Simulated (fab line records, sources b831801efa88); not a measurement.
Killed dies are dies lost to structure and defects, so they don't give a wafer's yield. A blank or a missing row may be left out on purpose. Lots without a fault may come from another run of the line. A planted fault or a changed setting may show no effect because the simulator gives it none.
fab line records | flow sky130
record lots=5 wafers=15 last_day=49
route steps=708 shown VIA2@527 METAL3@532 CAPM@537 PAD_OPEN@708
lots that met no fault: from a run of the same line without faults
start_h: hours from the record's first day to the start of the lot's first wafer shown | wait_h: hours since the lot's step before | " the same as in the row above | L1.1+2: a row that stands for several wafers | - no value, or no start given | * or withheld: withheld | < > ~ a bound
route shown NAME@n: a module of which the file shows steps, and the number in the route of the first | usual: mean/standard deviation of fault-free wafers | same: alike in all rows | chamber/n: place in a boat | sites: the reading at each site | _std_site: their standard deviation | _edge_site: outer sites' mean less inner sites' | radius_mm: how far each site lies from the wafer's centre | mask NAME#n: copy n | behind: the tool/chamber that last shaped the wafer | hold: why the lot was held/for how many hours/how that ended | device: the transistor (n, p or np) that didn't switch | end of line: the same wafers' tests at the end of the route | a step without rows: its recipe alone | killed: dies lost to structure and defects at the first sort, not the wafer's yield | map: a wafer's dies, x killed, . not, _ none there
set.NAME: the setting as run; set.NAME@STEP: as run at that earlier step | model.NAME: the simulator's own value behind a step, which no gauge read
lots at some steps of the route; a table a step, a row a wafer
services: from which hour (start_h, from the record's first day; less than 0 if before it) a tool's chamber was out of use, for how many hours, and why
## steps
# step SKY_VIA2_SPUTTER_20
# recipe material=TiN target_thk_nm=20 chamber_pressure_pa=5 power_w=4000 time_s=80
# step SKY_VIA2_CVD_21
# recipe material=W target_thk_nm=420 time_s=126.4 temp_c=400 pressure_torr=40
# step SKY_VIA2_RS_MEAS_22
# recipe thk_meas_gauge=four-point-probe reads=W_of_VIA2_CVD_21+TiN_of_VIA2_SPUTTER_20
# usual VIA2_W_RS=0.2733/0.0028
# columns lot.wafer tool chamber start_h wait_h VIA2_W_RS[ohm/sq]
L675.2 film_metro-02 - 842.41 0.1 0.2715
L675.3 " - " " 0.2732
L675.4 " - " " 0.2702
L683.1 film_metro-02 - 909.20 0.1 0.2746
L683.2 " - " " 0.2760
L683.6 " - " " 0.2767
L682.1 film_metro-03 - 910.31 0.1 0.2729
L682.2 " - " " 0.2730
L682.3 " - " " 0.2700
L689.1 film_metro-02 - 960.21 0.1 0.2793
L689.2 " - " " 0.2735
L689.6 " - " " 0.2770
L695.1 film_metro-04 - 992.64 0.1 0.2713
L695.2 " - " " 0.2721
L695.6 " - " " 0.2768
# step SKY_VIA2_THK_MEAS_23
# recipe thk_meas_gauge=xrf reads=W_of_VIA2_CVD_21
# usual VIA2_W_THK=434/6.3
# columns lot.wafer tool chamber start_h wait_h VIA2_W_THK[nm]
L675.2 film_metro-02 - 842.52 0.1 445
L675.3 " - " " 441
L675.4 " - " " 446
L683.1 film_metro-02 - 909.32 0.1 440
L683.2 " - " " 438
L683.6 " - " " 438
L682.1 film_metro-03 - 910.43 0.1 433
L682.2 " - " " 430
L682.3 " - " " 436
L689.1 film_metro-02 - 960.33 0.1 433
L689.2 " - " " 442
L689.6 " - " " 434
L695.1 film_metro-04 - 992.76 0.1 432
L695.2 " - " " 430
L695.6 " - " " 424
# step SKY_VIA2_CMP_24
# recipe stop_on=SiO2 t_overpolish_s=20 down_force_psi=3.5 platen_rpm=60 target_thk_nm=0 pad_velocity_m_s=0.94248
# usual motor_current_A=11.4/1.3 overpolish_run_s=20.000/0.0096 time_to_endpoint_s=104/3.9
# columns lot.wafer tool chamber start_h wait_h motor_current_A overpolish_run_s time_to_endpoint_s
L675.4 cmp-01 0 842.57 0.0 10.9 19.993 106
L675.2 " 2 " " 12.2 20.022 108
L675.3 " 3 " " 13.7 19.994 105
L683.1 cmp-01 1 909.38 0.1 10.5 20.002 112
L683.2 " 2 " " 12.0 20.016 107
L683.6 " 2 " " 12.2 20.007 107
L682.1 cmp-01 0 910.49 0.1 11.1 20.013 109
L682.3 " 1 " " 9.9 19.998 109
L682.2 " 2 " " 12.0 19.994 106
L689.2 cmp-02 3 960.44 0.1 9.8 19.986 102
L689.1 " 0 " " 13.5 20.005 102
L689.6 " 2 " " 10.7 20.009 105
L695.2 cmp-01 3 992.92 0.1 13.7 20.005 105
L695.1 " 0 " " 10.5 19.990 106
L695.6 " 1 " " 10.3 19.994 100
# step SKY_METAL3_SPUTTER_00
# recipe material=Ti target_thk_nm=15 power_w=3000 time_s=10 chamber_pressure_pa=0.4
# step SKY_METAL3_SPUTTER_01
# recipe material=TiN target_thk_nm=20 power_w=6500 time_s=16.7 chamber_pressure_pa=0.4
# usual throttle_valve_pct=29.8/0.59
# columns lot.wafer tool chamber start_h wait_h throttle_valve_pct
L675.2 pvd_sputter-01 - 842.89 0.0 30.2
L675.3 " - " " 29.8
L675.4 " - " " 29.0
L683.1 pvd_sputter-04 - 909.70 0.0 29.3
L683.2 " - " " 30.0
L683.6 " - " " 29.7
L682.1 pvd_sputter-04 - 910.81 0.0 30.2
L682.2 " - " " 29.7
L682.3 " - " " 30.9
L689.1 pvd_sputter-04 - 960.72 0.0 29.9
L689.2 " - " " 29.3
L689.6 " - " " 30.8
L695.1 pvd_sputter-01 - 993.14 0.0 29.1
L695.2 " - " " 29.0
L695.6 " - " " 28.7
# step SKY_METAL3_SPUTTER_02
# recipe material=AlCu target_thk_nm=735 power_w=10600 time_s=39.1 chamber_pressure_pa=0.4
# step SKY_METAL3_SPUTTER_03
# recipe material=Ti target_thk_nm=5 power_w=3000 time_s=3.3 chamber_pressure_pa=0.4
# usual throttle_valve_pct=29.8/0.61
# columns lot.wafer tool chamber start_h wait_h throttle_valve_pct
L675.2 pvd_sputter-01 - 842.95 0.0 30.1
L675.3 " - " " 29.9
L675.4 " - " " 29.1
L683.1 pvd_sputter-04 - 909.76 0.0 29.4
L683.2 " - " " 29.8
L683.6 " - " " 29.9
L682.1 pvd_sputter-04 - 910.87 0.0 29.9
L682.2 " - " " 29.9
L682.3 " - " " 30.5
L689.1 pvd_sputter-04 - 960.78 0.0 29.8
L689.2 " - " " 29.5
L689.6 " - " " 30.6
L695.1 pvd_sputter-01 - 993.21 0.0 28.7
L695.2 " - " " 28.9
L695.6 " - " " 28.6
# step SKY_METAL3_SPUTTER_04
# recipe material=TiN target_thk_nm=70 power_w=6500 time_s=58.3 chamber_pressure_pa=0.4
# usual throttle_valve_pct=29.8/0.59
# columns lot.wafer tool chamber start_h wait_h throttle_valve_pct
L675.2 pvd_sputter-01 - 842.97 0.0 30.0
L675.3 " - " " 29.7
L675.4 " - " " 29.0
L683.1 pvd_sputter-04 - 909.78 0.0 29.6
L683.2 " - " " 29.8
L683.6 " - " " 29.5
L682.1 pvd_sputter-04 - 910.89 0.0 30.0
L682.2 " - " " 29.7
L682.3 " - " " 30.4
L689.1 pvd_sputter-04 - 960.80 0.0 29.7
L689.2 " - " " 29.4
L689.6 " - " " 30.6
L695.1 pvd_sputter-01 - 993.23 0.0 28.6
L695.2 " - " " 29.0
L695.6 " - " " 28.8
# step SKY_CAPM_CVD_00
# recipe material=SiO2 target_thk_nm=15.5 temp_c=400 time_s=withheld rf_w=450
# step SKY_CAPM_THK_MEAS_01
# recipe reads=SiO2_of_CAPM_CVD_00
# usual CAPM_CVD_00_THK=15.40/0.21
# columns lot.wafer tool chamber start_h wait_h CAPM_CVD_00_THK[nm]
L675.2 film_metro-02 - 843.05 - 14.94
L675.3 " - " " 14.96
L675.4 " - " " 15.36
L683.1 film_metro-01 - 909.85 - 15.15
L683.2 " - " " 15.06
L683.6 " - " " 15.36
L682.1 film_metro-04 - 910.96 - 15.12
L682.2 " - " " 15.17
L682.3 " - " " 15.14
L689.1 film_metro-01 - 960.87 - 15.20
L689.2 " - " " 15.35
L689.6 " - " " 15.53
L695.1 film_metro-02 - 993.30 - 15.20
L695.2 " - " " 15.30
L695.6 " - " " 15.27
# step SKY_CAPM_SPUTTER_02
# recipe material=TiN target_thk_nm=200 temp_c=300 power_w=6500 time_s=166.7 chamber_pressure_pa=0.4
# usual throttle_valve_pct=29.8/0.86
# columns lot.wafer tool chamber start_h wait_h throttle_valve_pct model.TiN_of_CAPM_SPUTTER_02.thk_nm
L675.2 pvd_sputter-03 - 843.10 0.0 28.9 198.5
L675.3 " - " " 31.0 198.2
L675.4 " - " " 28.7 199
L683.1 pvd_sputter-04 - 909.91 0.1 30.5 201.8
L683.2 " - " " 29.8 199.7
L683.6 " - " " 29.4 200.8
L682.1 pvd_sputter-03 - 911.02 0.1 30.6 199
L682.2 " - " " 28.8 199.8
L682.3 " - " " 29.0 200.9
L689.1 pvd_sputter-01 - 960.93 0.1 28.8 200.6
L689.2 " - " " 29.0 200.8
L689.6 " - " " 28.9 201.6
L695.1 pvd_sputter-03 - 993.36 0.1 28.8 176.1
L695.2 " - " " 31.2 201
L695.6 " - " " 28.8 201.7
# step SKY_CAPM_RS_MEAS_03
# recipe thk_meas_gauge=four-point-probe reads=TiN_of_CAPM_SPUTTER_02
# usual CAPM_TIN_RS=6.91/0.074
# columns lot.wafer tool chamber start_h wait_h CAPM_TIN_RS[ohm/sq]
L675.2 film_metro-01 - 843.23 0.1 6.97
L675.3 " - " " 6.97
L675.4 " - " " 6.95
L683.1 film_metro-02 - 910.02 0.1 6.85
L683.2 " - " " 6.95
L683.6 " - " " 6.89
L682.1 film_metro-02 - 911.13 0.1 6.97
L682.2 " - " " 6.94
L682.3 " - " " 6.88
L689.1 film_metro-04 - 961.04 0.1 6.90
L689.2 " - " " 6.90
L689.6 " - " " 6.87
L695.1 film_metro-04 - 993.47 0.1 7.87
L695.2 " - " " 6.89
L695.6 " - " " 6.88
# step SKY_CAPM_THK_MEAS_04
# recipe thk_meas_gauge=xrf reads=TiN_of_CAPM_SPUTTER_02
# usual CAPM_TIN_THK=201.6/2.3
# columns lot.wafer tool chamber start_h wait_h CAPM_TIN_THK[nm]
L675.2 film_metro-01 - 843.34 0.1 200.3
L675.3 " - " " 200.0
L675.4 " - " " 200.8
L683.1 film_metro-02 - 910.14 0.1 203.5
L683.2 " - " " 201.2
L683.6 " - " " 204.1
L682.1 film_metro-02 - 911.25 0.1 201.6
L682.2 " - " " 202.2
L682.3 " - " " 203.0
L689.1 film_metro-04 - 961.16 0.1 200.5
L689.2 " - " " 201.0
L689.6 " - " " 202.8
L695.1 film_metro-04 - 993.59 0.1 176.4
L695.2 " - " " 201.7
L695.6 " - " " 201.5
# step SKY_CAPM_DEHYDRATE_05
# recipe temp_c=200 time_s=60
# step SKY_CAPM_HMDS_06
# recipe prime_time_s=60 prime_temp_c=120
# step SKY_CAPM_COAT_07
# recipe resist=NOVOLAK spin_rpm=3000 resist_thk_nm=1140
# step SKY_CAPM_SOFTBAKE_08
# recipe temp_c=90 time_s=60 resist=NOVOLAK
# step SKY_CAPM_EXPOSE_09
# recipe mask_id=CAPM na=0.6 source_shape=conventional sigma_outer=0.6 polarization=unpolarized target_cd_nm=1000 dose_mj=159
# step SKY_CAPM_PEB_10
# recipe temp_c=withheld time_s=* resist=NOVOLAK
# step SKY_CAPM_DEVELOP_11
# recipe resist=NOVOLAK developer=TMAH develop_time_s=60 dev_temp_c=23
# step SKY_CAPM_OVL_MEAS_12
# usual CAPM_OVL=-1.0/1.3
# columns lot.wafer tool chamber start_h wait_h CAPM_OVL[nm]
L675.2 overlay-02 - 869.08 0.1 -2.2
L675.3 " - " " -1.0
L675.4 " - " " -2.3
L683.1 overlay-01 - 935.27 0.1 -1.2
L683.2 " - " " -1.3
L683.6 " - " " -1.8
L682.1 overlay-01 - 936.01 0.1 -0.7
L682.2 " - " " -2.4
L682.3 " - " " -0.9
L689.1 overlay-02 - 984.52 0.1 -0.3
L689.2 " - " " -0.2
L689.6 " - " " 0.5
L695.1 overlay-01 - 1016.22 0.1 -0.7
L695.2 " - " " 1.3
L695.6 " - " " -0.8
# step SKY_CAPM_METAL_ETCH_13
# recipe target_depth_nm=220 stop_on=SiO2 chemistry=Cl2/BCl3 target=TiN pressure_mtorr=10 icp_w=900 bias_w=48.5 Cl2_flow_sccm=60 bcl3_flow_sccm=30 time_s=62.9
# usual drypump_motor_current_A=5.9/0.53 oes_product_au=0.942/0.0074 throttle_valve_pct=21.903/0.01
# columns lot.wafer tool chamber start_h wait_h drypump_motor_current_A oes_product_au rf_hours_counter_h throttle_valve_pct
L675.2 rie_metal-04 0 869.11 0.0 5.1 0.936 10 21.908
L675.3 " 1 " " 6.1 0.949 - 21.903
L675.4 " 0 " " 5.1 0.935 - 21.909
L683.1 rie_metal-02 0 935.31 0.0 5.8 0.949 1 21.884
L683.2 " 1 " " 6.4 0.934 10 21.920
L683.6 " 0 " " 5.8 0.945 - 21.895
L682.1 rie_metal-04 0 936.04 0.0 5.1 0.940 14 21.900
L682.2 " 1 " " 6.2 0.933 1 21.914
L682.3 " 0 " " 5.1 0.948 - 21.917
L689.1 rie_metal-04 1 984.55 0.0 6.1 0.940 3 21.910
L689.2 " 0 " " 5.1 0.944 16 21.918
L689.6 " 0 " " 5.1 0.953 - 21.896
L695.1 rie_metal-04 1 1016.25 0.0 6.1 0.877 5 21.937
L695.2 " 0 " " 5.1 0.949 18 21.898
L695.6 " 0 " " 5.1 0.939 - 21.899
# step SKY_CAPM_STRIP_14
# recipe chemistry=O2/N2 power_w=1400 pressure_mtorr=1500 platen_temp_c=withheld o2_flow_sccm=3000 n2_flow_sccm=300 overash_fraction=0.5
# step SKY_CAPM_STRIP_15
# recipe chemistry=post_etch_residue_remover time_s=1200 temp_c=72.5
# step SKY_CAPM_CLEAN_16
# recipe chemistry=IPA time_s=180 temp_c=25
# step SKY_CAPM_CLEAN_17
# recipe chemistry=O3/DIW dry=n2_spin
# step SKY_METAL3_DEHYDRATE_05
# recipe temp_c=200 time_s=60
# step SKY_METAL3_HMDS_06
# recipe prime_time_s=60 prime_temp_c=120
# step SKY_METAL3_COAT_07
# recipe resist=BARC temp_c=withheld time_s=withheld spin_rpm=3000 resist_thk_nm=60
# step SKY_METAL3_COAT_08
# recipe resist=KrF-thick spin_rpm=3000 resist_thk_nm=1140
# step SKY_METAL3_SOFTBAKE_09
# recipe temp_c=100 time_s=90 resist=KrF-thick
# step SKY_METAL3_EXPOSE_10
# recipe mask_id=MM3 na=0.68 source_shape=annular sigma_inner=0.4 sigma_outer=0.8 target_cd_nm=300 dose_mj=28
# step SKY_METAL3_PEB_11
# recipe peb_temp_c=withheld peb_time_s=withheld resist=KrF-thick
# step SKY_METAL3_DEVELOP_12
# recipe develop_time_s=60 resist=KrF-thick dev_temp_c=21
# step SKY_METAL3_CD_MEAS_13
# recipe target_cd_nm=300
# usual cd_nm=300.0/1.5
# columns lot.wafer tool chamber start_h wait_h cd_nm
L675.2 cd_sem-02 - 895.28 - 303.4
L675.3 " - " " 302.6
L675.4 " - " " 302.1
L683.1 cd_sem-01 - 960.16 - 300.2
L683.2 " - " " 299.8
L683.6 " - " " 300.6
L682.1 cd_sem-02 - 961.47 - 299.7
L682.2 " - " " 301.8
L682.3 " - " " 302.9
L689.1 cd_sem-01 - 1008.66 - 299.3
L689.2 " - " " 298.4
L689.6 " - " " 298.5
L695.1 cd_sem-02 - 1040.16 - 296.4
L695.2 " - " " 297.0
L695.6 " - " " 296.4
# step SKY_METAL3_OVL_MEAS_14
# usual METAL3_OVL=6/4.7
# columns lot.wafer tool chamber start_h wait_h METAL3_OVL[nm]
L675.2 overlay-01 - 895.38 0.1 2
L675.3 " - " " 0
L675.4 " - " " 2
L683.1 overlay-02 - 960.28 0.1 7
L683.2 " - " " 6
L683.6 " - " " 10
L682.1 overlay-01 - 961.59 0.1 10
L682.2 " - " " 10
L682.3 " - " " 8
L689.1 overlay-01 - 1008.78 0.1 9
L689.2 " - " " 9
L689.6 " - " " 9
L695.1 overlay-02 - 1040.28 0.1 3
L695.2 " - " " 3
L695.6 " - " " 2
# step SKY_METAL3_DESCUM_15
# recipe chemistry=O2 source_power_w=150 bias_power_w=0 pressure_mtorr=10 temp_c=40 time_s=8
# step SKY_METAL3_ETCH_16
# recipe chemistry=N2/H2 target=BARC ion_energy_ev=200 bias_w=100 pressure_mtorr=30 n2_flow_sccm=100 h2_flow_sccm=200 icp_w=500 stop_on=SiO2 time_s=88.2 target_depth_a=600
# step SKY_METAL3_ETCH_17
# recipe target=SiO2 stop_on=TiN chemistry=C4F8/O2/Ar source_w=1500 bias_w=1200 pressure_mtorr=40 c4f8_flow_sccm=withheld O2_flow_sccm=6 Ar_flow_sccm=300 time_s=3.9 target_depth_a=150
# usual oes_product_au=0.752/0.0068
# columns lot.wafer tool chamber start_h wait_h oes_product_au
L675.2 rie_diel-01 1 895.54 0.1 0.739
L675.3 " 2 " " 0.744
L675.4 " 3 " " 0.755
L683.1 rie_diel-04 3 960.44 0.1 0.742
L683.2 " 2 " " 0.751
L683.6 " 3 " " 0.752
L682.1 rie_diel-01 3 961.76 0.1 0.755
L682.2 " 2 " " 0.752
L682.3 " 1 " " 0.737
L689.1 rie_diel-04 2 1009.08 0.2 0.749
L689.2 " 3 " " 0.746
L689.6 " 3 " " 0.751
L695.1 rie_diel-01 0 1040.45 0.1 0.743
L695.2 " 3 " " 0.746
L695.6 " 0 " " 0.753
# step SKY_METAL3_METAL_ETCH_18
# recipe target_depth_a=8450 stop_on=SiO2 over_etch_frac=0.3 time_s=183.1 chemistry=Cl2/BCl3 resist_sidewall_deg=88 pressure_mtorr=10 icp_w=900 bias_w=48.5 Cl2_flow_sccm=60 bcl3_flow_sccm=30
# step SKY_METAL3_STRIP_20
# recipe chemistry=post_etch_residue_remover time_s=1200 temp_c=72.5
# columns lot.wafer tool chamber start_h wait_h model.TiN_of_CAPM_SPUTTER_02.thk_nm
L675.2 wet_bench-02 1 896.02 0.1 197.7
L675.3 " 1 " " 197.4
L675.4 " 1 " " 198.2
L683.1 wet_bench-04 3 960.74 0.1 200.9
L683.2 " 3 " " 198.8
L683.6 " 3 " " 200
L682.1 wet_bench-02 3 962.05 0.1 198.2
L682.2 " 3 " " 198.9
L682.3 " 3 " " 200
L689.1 wet_bench-04 1 1009.55 0.1 199.8
L689.2 " 1 " " 199.9
L689.6 " 1 " " 200.8
L695.1 wet_bench-01 2 1040.75 0.1 175.3
L695.2 " 2 " " 200.2
L695.6 " 2 " " 200.8
# step SKY_PAD_OPEN_PROBE_99
# usual defect_limited_yield=82.5/1.9 killed_at_M0_to_M3=43/6.7 killed_at_M4_up=3.2/1.9 killed_at_contacts=24/5.9 killed_at_front_end=15/4.1 killed_at_other=0.3/0.56 killed_dies=86/9.5 killed_open=47/7.4 killed_short=39/5.5 sort_bin_3_pad_short=0.8/0.4 sort_bin_5_function=10.4/1.4 sort_bin_6_memory=6.2/1.2 sort_n_pass=406/9.5 sort_yield_pct=82.5/1.9
# same gross_dies=492 killed_at_back_side=0 sort_bin_4_leakage[%]=0 sort_bin_8_speed[%]=0
# columns lot.wafer tool chamber start_h wait_h defect_limited_yield[%] killed_at_M0_to_M3 killed_at_M4_up killed_at_contacts killed_at_front_end killed_at_other killed_dies killed_open killed_short sort_bin_3_pad_short[%] sort_bin_5_function[%] sort_bin_6_memory[%] sort_n_pass sort_yield_pct[%] model.etest.cap_mim.plate_ohm_sq model.etest.cap_mim.leak_log10_a_cm2
L675.2 prober-01 - 1070.57 0.1 79.7 42 3 40 15 0 100 58 42 1.2 10.8 8.3 392 79.7 6.09 -8.699
L675.3 prober-01 - 1070.62 0.2 82.1 42 5 28 13 0 88 48 40 0.8 10.8 6.3 404 82.1 6.024 -8.704
L675.4 prober-01 - 1070.67 0.2 82.5 49 0 30 7 0 86 47 39 0.8 10.8 5.9 406 82.5 5.994 -8.864
L683.1 prober-02 - 1122.95 0.1 85.0 35 3 23 13 0 74 50 24 0.4 8.7 5.9 418 85.0 5.99 -8.644
L683.2 prober-02 - 1123.00 0.1 82.7 44 4 25 12 0 85 51 34 0.6 9.8 6.9 407 82.7 5.942 -8.887
L683.6 prober-02 - 1123.20 0.2 82.5 46 1 22 17 0 86 48 38 0.8 10.2 6.5 406 82.5 6.043 -8.998
L682.1 prober-01 - 1124.79 0.1 82.7 40 2 20 22 1 85 50 35 0.4 11.0 5.9 407 82.7 6.009 -8.923
L682.2 prober-01 - 1124.84 0.1 85.8 37 2 20 11 0 70 35 35 0.4 8.5 5.3 422 85.8 5.945 -8.725
L682.3 prober-01 - 1124.89 0.2 81.1 41 1 30 20 1 93 48 45 2.2 11.4 5.3 399 81.1 5.93 -9.022
L689.1 prober-01 - 1162.20 0.1 82.3 35 4 37 11 0 87 40 47 0.4 11.8 5.5 405 82.3 6.011 -8.989
L689.2 prober-01 - 1162.25 0.1 80.7 37 6 37 14 1 95 54 41 0.8 11.8 6.7 397 80.7 6.002 -8.945
L689.6 prober-01 - 1162.45 0.2 85.0 38 3 14 19 0 74 33 41 0.6 10.2 4.3 418 85.0 5.951 -9.066
L695.1 prober-01 - 1184.94 0.1 81.3 38 3 23 28 0 92 51 41 0.8 10.4 7.5 400 81.3 6.807 -8.699
L695.2 prober-01 - 1184.99 0.1 83.9 42 6 20 11 0 79 41 38 1.4 8.5 6.1 413 83.9 5.925 -8.95
L695.6 prober-01 - 1185.19 0.2 82.7 48 3 19 15 0 85 47 38 0.6 11.0 5.7 407 82.7 5.98 -9.006
# killed by level:class
L675.2 CONTACT:geometric_particle:open=18 METAL1:geometric_particle:short=8 LI_CONTACT:geometric_particle:open=7 CONTACT:geometric_particle:short=7 VIA1:geometric_particle:open=7 VIA2:geometric_particle:open=6 FIELD_ISO:geometric_particle:open=5 METAL2:geometric_particle:short=5
L675.3 CONTACT:geometric_particle:open=14 VIA2:geometric_particle:open=8 LI_CONTACT:geometric_particle:open=7 VIA1:geometric_particle:short=6 VIA1:geometric_particle:open=6 LI_CONTACT:geometric_particle:short=5 METAL2:geometric_particle:short=5 METAL4:geometric_particle:short=5
L675.4 CONTACT:geometric_particle:open=15 VIA1:geometric_particle:short=9 VIA1:geometric_particle:open=8 VIA2:geometric_particle:open=7 LI_CONTACT:geometric_particle:open=6 VIA3:geometric_particle:open=6 METAL1:geometric_particle:short=5 CONTACT:geometric_particle:short=5
L683.1 VIA1:geometric_particle:open=10 LI_CONTACT:geometric_particle:open=8 CONTACT:geometric_particle:open=8 VIA2:geometric_particle:open=7 METAL1:geometric_particle:short=6 VIA3:geometric_particle:open=5 FIELD_ISO:geometric_particle:open=4 POLY_GATE:geometric_particle:open=4
L683.2 VIA1:geometric_particle:open=11 CONTACT:geometric_particle:open=9 VIA3:geometric_particle:open=6 LI_CONTACT:geometric_particle:open=5 VIA2:geometric_particle:short=5 FIELD_ISO:geometric_particle:open=4 CONTACT:geometric_particle:short=4 VIA1:geometric_particle:short=4
L683.6 VIA3:geometric_particle:open=12 CONTACT:geometric_particle:open=12 VIA1:geometric_particle:short=7 LI_CONTACT:geometric_particle:open=7 METAL2:geometric_particle:short=5 METAL1:geometric_particle:short=5 FIELD_ISO:geometric_particle:short=4 POLY_GATE:geometric_particle:short=4
L682.1 VIA1:geometric_particle:open=13 CONTACT:geometric_particle:open=8 VIA1:geometric_particle:short=8 POLY_GATE:geometric_particle:short=6 LI_CONTACT:geometric_particle:open=6 FIELD_ISO:geometric_particle:open=5 FIELD_ISO:geometric_particle:short=5 VIA2:geometric_particle:open=5
L682.2 CONTACT:geometric_particle:open=9 VIA1:geometric_particle:open=9 VIA3:geometric_particle:open=7 VIA1:geometric_particle:short=5 CONTACT:geometric_particle:short=5 METAL1:geometric_particle:short=4 FIELD_ISO:geometric_particle:short=3 POLY_GATE:geometric_particle:short=3
L682.3 LI_CONTACT:geometric_particle:open=12 CONTACT:geometric_particle:open=7 VIA1:geometric_particle:open=7 FIELD_ISO:geometric_particle:short=6 FIELD_ISO:geometric_particle:open=6 METAL2:geometric_particle:short=6 VIA3:geometric_particle:open=5 LI_CONTACT:geometric_particle:short=5
L689.1 CONTACT:geometric_particle:short=11 CONTACT:geometric_particle:open=9 LOCAL_INTERCONNECT:geometric_particle:short=8 VIA1:geometric_particle:open=8 METAL2:geometric_particle:short=7 VIA3:geometric_particle:open=6 LI_CONTACT:geometric_particle:open=5 VIA2:geometric_particle:open=4
L689.2 CONTACT:geometric_particle:open=17 LI_CONTACT:geometric_particle:open=8 VIA1:geometric_particle:open=8 VIA3:geometric_particle:open=5 POLY_GATE:geometric_particle:short=4 LI_CONTACT:geometric_particle:short=4 VIA2:geometric_particle:open=4 METAL4:geometric_particle:short=4
L689.6 VIA3:geometric_particle:short=6 POLY_GATE:geometric_particle:open=6 VIA1:geometric_particle:open=6 POLY_GATE:geometric_particle:short=5 CONTACT:geometric_particle:open=5 METAL2:geometric_particle:short=5 VIA3:geometric_particle:open=4 CONTACT:geometric_particle:short=4
L695.1 FIELD_ISO:geometric_particle:short=9 POLY_GATE:geometric_particle:open=9 VIA2:geometric_particle:open=8 LOCAL_INTERCONNECT:geometric_particle:short=6 CONTACT:geometric_particle:open=6 VIA1:geometric_particle:open=6 FIELD_ISO:geometric_particle:open=5 LI_CONTACT:geometric_particle:open=5
L695.2 VIA3:geometric_particle:open=7 VIA1:geometric_particle:open=7 VIA2:geometric_particle:open=7 LI_CONTACT:geometric_particle:open=6 METAL4:geometric_particle:short=5 METAL1:geometric_particle:short=5 CONTACT:geometric_particle:short=5 CONTACT:geometric_particle:open=5
L695.6 VIA1:geometric_particle:open=12 VIA2:geometric_particle:open=10 LOCAL_INTERCONNECT:geometric_particle:short=6 FIELD_ISO:geometric_particle:short=5 VIA1:geometric_particle:short=5 CONTACT:geometric_particle:open=4 METAL2:geometric_particle:short=4 VIA3:geometric_particle:open=4
## services
# columns tool chamber start_h hours kind
cmp-01 - 823.34 2.7 repair
rie_diel-01 0 824.04 4.0 repair
pvd_sputter-01 - 831.88 1.1 repair
cmp-01 - 836.44 1.8 repair
cmp-01 - 836.74 0.4 repair
wet_bench-02 - 843.57 34.3 repair
rie_diel-04 - 846.25 0.6 repair
cmp-02 - 856.57 5.7 pm
pvd_sputter-01 - 861.93 0.6 repair
rie_diel-04 - 879.15 1.1 repair
rie_metal-02 0 885.90 15.6 repair
pvd_sputter-04 - 887.68 1.5 repair
pvd_sputter-01 - 895.57 10.5 repair
cmp-02 - 910.91 1.6 repair
cmp-02 - 912.51 4.0 pm
cmp-02 - 938.62 0.6 repair
rie_diel-01 - 949.93 0.2 repair
wet_bench-02 - 966.84 4.3 repair
cmp-02 - 973.58 1.8 repair
cmp-02 - 975.37 4.2 pm
rie_diel-01 0 988.41 1.2 repair
pvd_sputter-04 - 988.89 3.6 repair
cmp-02 - 999.76 0.4 repair
pvd_sputter-01 - 1021.68 1.0 repair
## key
first_sign step=SKY_CAPM_RS_MEAS_03 reading=CAPM_TIN_RS direction=up sigmas=13 usual=6.91 struck=7.87
effect step=SKY_CAPM_THK_MEAS_04 reading=CAPM_TIN_THK direction=down sigmas=11 usual=201.6 struck=176.4
effect step=SKY_CAPM_METAL_ETCH_13 reading=oes_product_au direction=down sigmas=8.7 usual=0.942 struck=0.877
model_effect step=SKY_CAPM_SPUTTER_02 value=TiN_of_CAPM_SPUTTER_02.thk_nm without=200.8 struck=176.1
model_effect step=SKY_METAL3_STRIP_20 value=TiN_of_CAPM_SPUTTER_02.thk_nm without=200 struck=175.3
model_effect step=SKY_PAD_OPEN_PROBE_99 value=etest.cap_mim.plate_ohm_sq without=5.97 struck=6.807
met_at SKY_CAPM_SPUTTER_02
struck_wafers L695.1
onset_between 911.02 993.36
fault kind=process_parameter_drift tool=pvd_sputter-03 chamber=- onset_h=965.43 steps=SKY_CAPM_SPUTTER_02 channel=time_s offset=* shape=step end_h=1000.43 scope=struck_wafers_only acts_in=* stated=*
